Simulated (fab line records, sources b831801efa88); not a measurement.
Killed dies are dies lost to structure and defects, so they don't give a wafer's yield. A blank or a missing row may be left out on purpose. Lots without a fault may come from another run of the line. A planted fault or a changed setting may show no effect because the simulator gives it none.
Which tool did it? | flow sky130 | 24 lots, 72 wafers sampled, at 5 steps of a route of 708

WHAT THE GAUGES READ, wafer by wafer
SKY_LOCAL_INTERCONNECT_THK_MEAS_02: measures by xrf. Usual: LOCAL_INTERCONNECT_TIN_THK 101.4 nm, standard deviation 1.2.
lot  | measured     | on            | LOCAL_INTERCONNECT_TIN_THK (nm) | flag
L074 | day 30 10:38 | film_metro-03 | 100.4 99.8 100.4                |
L075 | day 30 10:02 | film_metro-02 | 100.9 100.3 100.8               |
L076 | day 30 12:03 | film_metro-03 | 102.0 101.1 100.3               |
L077 | day 30 11:34 | film_metro-01 | 100.1 101.0 102.1               |
L079 | day 30 11:05 | film_metro-03 | 101.9 101.8 101.6               |
L078 | day 30 12:34 | film_metro-01 | 100.8 102.3 102.1               |
L080 | day 30 12:50 | film_metro-02 | 101.7 101.7 102.2               |
L081 | day 30 17:38 | film_metro-03 | 101.8 101.6 101.9               |
L082 | day 31 21:30 | film_metro-03 | 101.5 99.4 100.4                |
L083 | day 31 23:35 | film_metro-02 | 101.4 101.0 102.2               |
L084 | day 32 08:22 | film_metro-01 | 102.1 101.8 101.7               |
L086 | day 37 01:20 | film_metro-03 | 100.4 101.3 99.9                |
L085 | day 37 04:38 | film_metro-02 | 101.8 100.4 99.4                |
L087 | day 37 02:38 | film_metro-01 | 102.4 101.1 102.0               |
L088 | day 37 03:21 | film_metro-02 | 98.8 98.2 99.1                  |
L089 | day 37 02:56 | film_metro-01 | 103.2 101.8 102.5               |
L091 | day 37 05:40 | film_metro-03 | 102.3 103.8 102.4               |
L090 | day 37 06:51 | film_metro-01 | 102.0 101.6 101.6               |
L092 | day 37 11:07 | film_metro-03 | 102.0 100.8 102.4               |
L093 | day 37 03:00 | film_metro-03 | 99.2 101.6 100.6                |
L094 | day 37 07:24 | film_metro-02 | 101.5 100.8 101.5               |
L095 | day 37 05:20 | film_metro-01 | 101.7 101.4 104.4               |
L096 | day 37 08:25 | film_metro-01 | 100.7 100.6 101.8               |
L097 | day 37 09:01 | film_metro-01 | 102.3 102.3 101.7               |

SKY_CONTACT_CD_MEAS_14: target cd 170 nm. Usual: cd_nm 170.0 nm, standard deviation 1.6.
lot  | measured     | on        | cd_nm (nm)        | flag
L074 | day 32 19:59 | cd_sem-02 | 170.7 170.5 169.1 |
L075 | day 32 18:45 | cd_sem-02 | 172.1 171.7 171.1 |
L076 | day 32 20:45 | cd_sem-01 | 167.6 167.0 168.9 |
L077 | day 32 20:25 | cd_sem-02 | 169.1 169.6 168.9 |
L079 | day 32 20:06 | cd_sem-02 | 168.7 168.3 169.4 |
L078 | day 32 21:05 | cd_sem-02 | 173.3 171.9 171.5 |
L080 | day 32 21:05 | cd_sem-01 | 170.7 170.7 172.2 |
L081 | day 33 00:50 | cd_sem-01 | 168.0 168.5 169.3 |
L082 | day 34 03:48 | cd_sem-02 | 168.9 169.6 168.4 |
L083 | day 34 05:56 | cd_sem-02 | 168.3 168.2 167.2 |
L084 | day 34 13:20 | cd_sem-02 | 167.5 168.1 168.4 |
L086 | day 39 03:26 | cd_sem-01 | 170.4 170.8 169.7 |
L085 | day 39 06:45 | cd_sem-01 | 169.1 168.9 168.1 |
L087 | day 39 05:36 | cd_sem-02 | 168.0 169.8 168.9 |
L088 | day 39 06:44 | cd_sem-02 | 171.4 170.2 169.7 |
L089 | day 39 05:35 | cd_sem-01 | 170.6 169.9 168.8 |
L091 | day 39 07:26 | cd_sem-02 | 170.6 171.4 169.9 |
L090 | day 39 09:26 | cd_sem-02 | 171.6 172.1 171.5 |
L092 | day 39 12:37 | cd_sem-01 | 171.5 172.0 173.2 |
L093 | day 39 06:20 | cd_sem-01 | 169.8 171.6 171.7 |
L094 | day 39 09:32 | cd_sem-01 | 170.1 168.2 168.9 |
L095 | day 39 07:11 | cd_sem-01 | 169.5 169.6 170.5 |
L096 | day 39 10:57 | cd_sem-02 | 170.8 172.7 171.9 |
L097 | day 39 11:17 | cd_sem-01 | 172.7 173.8 171.9 |

SKY_METAL1_RS_MEAS_05: measures by four-point-probe. Usual: METAL1_ALCU_RS 0.1270 ohm/sq, standard deviation 0.0013.
lot  | measured     | on            | METAL1_ALCU_RS (ohm/sq) | flag
L074 | day 32 21:40 | film_metro-04 | 0.1260 0.1258 0.1261    |
L075 | day 32 20:25 | film_metro-03 | 0.1260 0.1269 0.1274    |
L076 | day 32 22:27 | film_metro-04 | 0.1280 0.1283 0.1279    |
L077 | day 32 22:19 | film_metro-03 | 0.1248 0.1281 0.1271    |
L079 | day 32 21:58 | film_metro-04 | 0.1286 0.1300 0.1291    |
L078 | day 32 22:46 | film_metro-01 | 0.1261 0.1256 0.1238    |
L080 | day 32 22:46 | film_metro-03 | 0.1277 0.1275 0.1274    |
L081 | day 33 02:31 | film_metro-01 | 0.1266 0.1268 0.1255    |
L082 | day 34 06:05 | film_metro-03 | 0.1256 0.1272 0.1274    |
L083 | day 34 07:57 | film_metro-01 | 0.1271 0.1263 0.1275    |
L084 | day 34 15:01 | film_metro-01 | 0.1265 0.1239 0.1275    |
L086 | day 39 05:07 | film_metro-01 | 0.1260 0.1238 0.1257    |
L085 | day 39 08:30 | film_metro-01 | 0.1285 0.1292 0.1303    |
L087 | day 39 07:23 | film_metro-01 | 0.1263 0.1278 0.1249    |
L088 | day 39 08:25 | film_metro-03 | 0.1287 0.1294 0.1299    |
L089 | day 39 07:16 | film_metro-03 | 0.1289 0.1263 0.1256    |
L091 | day 39 09:13 | film_metro-01 | 0.1284 0.1269 0.1282    |
L090 | day 39 11:10 | film_metro-01 | 0.1252 0.1273 0.1261    |
L092 | day 39 14:23 | film_metro-01 | 0.1268 0.1250 0.1275    |
L093 | day 39 08:06 | film_metro-04 | 0.1284 0.1268 0.1262    |
L094 | day 39 11:22 | film_metro-03 | 0.1287 0.1257 0.1272    |
L095 | day 39 08:51 | film_metro-03 | 0.1263 0.1291 0.1278    |
L096 | day 39 12:43 | film_metro-01 | 0.1277 0.1270 0.1275    |
L097 | day 39 12:57 | film_metro-01 | 0.1266 0.1273 0.1268    |

WHICH TOOL RAN EACH LOT (tool, then ch and the chambers of the sampled wafers, then the start)
lot  | SKY_GATE_OXIDE_STRIP_13              | SKY_METAL1_SPUTTER_01
L074 | plasma_asher-03 ch 1, day 14 01:19   | pvd_sputter-02, day 32 21:33
L075 | plasma_asher-02 ch 0,1, day 14 07:14 | pvd_sputter-02, day 32 20:18
L076 | plasma_asher-03 ch 0,1, day 14 15:46 | pvd_sputter-01, day 32 22:19
L077 | plasma_asher-03 ch 0,1, day 14 19:45 | pvd_sputter-02, day 32 22:09
L079 | plasma_asher-03 ch 0,1, day 15 03:43 | pvd_sputter-01, day 32 21:51
L078 | plasma_asher-02 ch 0,1, day 15 10:37 | pvd_sputter-03, day 32 22:35
L080 | plasma_asher-03 ch 0,1, day 15 22:55 | pvd_sputter-02, day 32 22:39
L081 | plasma_asher-03 ch 0,1, day 16 10:08 | pvd_sputter-01, day 33 02:24
L082 | plasma_asher-04 ch 0,1, day 17 00:13 | pvd_sputter-01, day 34 05:57
L083 | plasma_asher-04 ch 0,1, day 17 02:07 | pvd_sputter-02, day 34 07:50
L084 | plasma_asher-04 ch 0,1, day 17 20:55 | pvd_sputter-03, day 34 14:50
L086 | plasma_asher-03 ch 0,1, day 18 13:28 | pvd_sputter-02, day 39 05:00
L085 | plasma_asher-04 ch 0,1, day 18 14:07 | pvd_sputter-02, day 39 08:22
L087 | plasma_asher-04 ch 0,1, day 18 14:16 | pvd_sputter-02, day 39 07:15
L088 | plasma_asher-02 ch 0,1, day 19 00:43 | pvd_sputter-03, day 39 08:15
L089 | plasma_asher-04 ch 0, day 19 07:34   | pvd_sputter-03, day 39 07:08
L091 | plasma_asher-02 ch 0,1, day 19 18:22 | pvd_sputter-03, day 39 09:01
L090 | plasma_asher-03 ch 0,1, day 19 20:11 | pvd_sputter-02, day 39 11:03
L092 | plasma_asher-03 ch 0,1, day 20 06:04 | pvd_sputter-02, day 39 14:14
L093 | plasma_asher-02 ch 0,1, day 20 11:22 | pvd_sputter-02, day 39 07:59
L094 | plasma_asher-04 ch 0, day 20 20:58   | pvd_sputter-01, day 39 11:14
L095 | plasma_asher-03 ch 0,1, day 21 08:01 | pvd_sputter-01, day 39 08:44
L096 | plasma_asher-03 ch 0,1, day 21 17:22 | pvd_sputter-01, day 39 12:35
L097 | plasma_asher-04 ch 0,1, day 21 21:52 | pvd_sputter-02, day 39 12:50
- SKY_GATE_OXIDE_STRIP_13: strips in O2/N2.
- SKY_METAL1_SPUTTER_01: material TiN, target thk 20 nm, time 16.7 s.

WHAT THE TOOLS THEMSELVES READ (means of the sampled wafers that have a number; where no wafer has one, the mark that the record gives instead)
SKY_GATE_OXIDE_STRIP_13. Usual: drypump_motor_current_A 5.65 A, standard deviation 0.2; oes_product_au 0.715 a.u., standard deviation 0.0051; strip_time_to_endpoint_s 14.16 s, standard deviation 0.041.
lot  | tool            | drypump_motor_current_A (A) | oes_product_au (a.u.) | strip_time_to_endpoint_s (s) | flag
L074 | plasma_asher-03 | 5.47                        | 0.714                 | 14.20                        |
L075 | plasma_asher-02 | 5.49                        | 0.712                 | 14.22                        |
L076 | plasma_asher-03 | 5.63                        | 0.715                 | 14.16                        |
L077 | plasma_asher-03 | 5.64                        | 0.715                 | 14.22                        |
L079 | plasma_asher-03 | 5.64                        | 0.719                 | 14.21                        |
L078 | plasma_asher-02 | 5.41                        | 0.712                 | 14.20                        |
L080 | plasma_asher-03 | 5.63                        | 0.714                 | 14.17                        |
L081 | plasma_asher-03 | 5.77                        | 0.711                 | 14.11                        |
L082 | plasma_asher-04 | 5.71                        | 0.717                 | 14.12                        |
L083 | plasma_asher-04 | 5.71                        | 0.718                 | 14.14                        |
L084 | plasma_asher-04 | 5.70                        | 0.711                 | 14.18                        |
L086 | plasma_asher-03 | 5.61                        | 0.714                 | 14.12                        |
L085 | plasma_asher-04 | 5.66                        | 0.716                 | 14.14                        |
L087 | plasma_asher-04 | 5.70                        | 0.714                 | 14.16                        |
L088 | plasma_asher-02 | 5.40                        | 0.717                 | 14.11                        |
L089 | plasma_asher-04 | 5.75                        | 0.717                 | 14.12                        |
L091 | plasma_asher-02 | 5.51                        | 0.710                 | 14.13                        |
L090 | plasma_asher-03 | 5.62                        | 0.712                 | 14.18                        |
L092 | plasma_asher-03 | 5.64                        | 0.717                 | 14.15                        |
L093 | plasma_asher-02 | 5.50                        | 0.712                 | 14.12                        |
L094 | plasma_asher-04 | 5.73                        | 0.720                 | 14.19                        |
L095 | plasma_asher-03 | 5.59                        | 0.717                 | 14.19                        |
L096 | plasma_asher-03 | 5.62                        | 0.717                 | 14.16                        |
L097 | plasma_asher-04 | 5.67                        | 0.714                 | 14.16                        |

SKY_METAL1_SPUTTER_01. Usual: throttle_valve_pct 30.0 %, standard deviation 1.
lot  | tool           | throttle_valve_pct (%) | flag
L074 | pvd_sputter-02 | 31.0                   |
L075 | pvd_sputter-02 | 30.4                   |
L076 | pvd_sputter-01 | 29.9                   |
L077 | pvd_sputter-02 | 30.1                   |
L079 | pvd_sputter-01 | 29.8                   |
L078 | pvd_sputter-03 | 29.9                   |
L080 | pvd_sputter-02 | 30.7                   |
L081 | pvd_sputter-01 | 30.2                   |
L082 | pvd_sputter-01 | 30.2                   |
L083 | pvd_sputter-02 | 30.6                   |
L084 | pvd_sputter-03 | 29.2                   |
L086 | pvd_sputter-02 | 30.6                   |
L085 | pvd_sputter-02 | 30.1                   |
L087 | pvd_sputter-02 | 30.6                   |
L088 | pvd_sputter-03 | 29.7                   |
L089 | pvd_sputter-03 | 29.4                   |
L091 | pvd_sputter-03 | 29.9                   |
L090 | pvd_sputter-02 | 30.6                   |
L092 | pvd_sputter-02 | 30.0                   |
L093 | pvd_sputter-02 | 30.3                   |
L094 | pvd_sputter-01 | 29.6                   |
L095 | pvd_sputter-01 | 30.2                   |
L096 | pvd_sputter-01 | 29.4                   |
L097 | pvd_sputter-02 | 30.1                   |

THE ANSWER, worked out from the rows above alone
Rule: a lot is off if the mean of its wafers that have a number lies more than 3 standard deviations from the usual mean. A lot without any number at a reading at which 4 lots or more have one is off too. The other lots that the step has rows for count as sound. The gauges are gone through in route order, then the tools' own readings, and for those a lot's mean is taken as printed above. The first step at which some lot is off is used, and at that step the reading that is off furthest; a lot without a number counts as furthest.
No lot is off at any reading shown: from this, nothing can be told.

WHAT THE SIMULATOR HAD PUT IN
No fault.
